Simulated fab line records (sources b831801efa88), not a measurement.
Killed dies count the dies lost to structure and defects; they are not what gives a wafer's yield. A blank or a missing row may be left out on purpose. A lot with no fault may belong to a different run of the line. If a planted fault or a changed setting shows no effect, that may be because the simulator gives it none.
A single fault, viewed from 2 desks -- flow sky130 -- only its own numbers are on each desk; what lay behind them is given at the end

METROLOGY DESK
Lot by lot, what the gauges showed, no matter which tool ran the lot: averages of those sampled wafers that carry a number. The brackets show how far a lot's mean lies from the usual mean; more than 4 standard deviations puts the lot out of limits, marked OUT.
Columns: A = POLY_GATE_OXIDATION_THK at SKY_POLY_GATE_THK_MEAS_21, usual 4.05 nm; B = cd nm at SKY_POLY_GATE_CD_MEAS_22, usual 149.7 nm; C = LDD_N_OVL at SKY_LDD_N_OVL_MEAS_07, usual -0.7 nm
lot,first seen here,A,B,C
L201,day 17 04:56,4.00,147.2,-0.4
L211,day 20 11:41,4.06,148.6,1.0
L214,day 21 14:08,4.01,151.4,-0.7
L216,day 22 04:31,4.06,149.7,-1.1
L222,day 24 06:51,4.02,151.7,-1.6
L224,day 24 20:32,4.06,150.3,1.1
This desk's verdict: no lot among the 6 shows anything out of limits.

THE TOOL OWNER'S DESK: implanter-01
The tool's own readings at SKY_LDD_N_IMPLANT_08, given as means over the sampled wafers that have a number, one for each lot that went through this tool. The brackets show how far a lot's mean lies from the usual mean; more than 4 standard deviations puts the lot out of limits, marked OUT.
Columns: A = beam on s at SKY_LDD_N_IMPLANT_08, usual 10.03 s; B = end station pressure torr at SKY_LDD_N_IMPLANT_08, usual 5.31e-06 Torr; C = faraday current uA at SKY_LDD_N_IMPLANT_08, usual 421
lot,first seen here,A,B,C
L201,day 18 10:08,9.97,5.22e-06,424
L211,day 21 19:02,9.94,5.30e-06,424
L216,day 23 10:18,10.04,5.26e-06,421
L222,day 25 12:45,11.74 (+9.0) OUT,8.40e-05 (+99 or more) OUT,357 (-8.0) OUT
L224,day 26 01:14,11.69 (+8.8) OUT,8.27e-05 (+99 or more) OUT,358 (-7.9) OUT
Finding of this desk: L222, L224 out of limits; the first was L222 at day 25 12:45, on beam on s at SKY_LDD_N_IMPLANT_08. L201, L211, L216 stayed within limits.

ALL TOGETHER
An alarm could have come from the tool owner's desk at day 25 12:45, on L222, L224.
Metrology desk: nothing out of limits seen.
The metrology desk holds a record of L222, L224, inside its limits.
On implanter-01, each named lot ran SKY_LDD_N_IMPLANT_08.

WHAT THE SIMULATOR HAD INSERTED
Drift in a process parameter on implanter-01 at SKY_LDD_N_IMPLANT_08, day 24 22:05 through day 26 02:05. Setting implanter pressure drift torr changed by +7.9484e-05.
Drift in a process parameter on implanter-01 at SKY_LDD_N_IMPLANT_08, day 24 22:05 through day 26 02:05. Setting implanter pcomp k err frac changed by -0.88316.
Lots struck among those shown: L222, L224.
Hours from the fault's start to each desk's first reading out of limits: the tool owner's desk, 15.
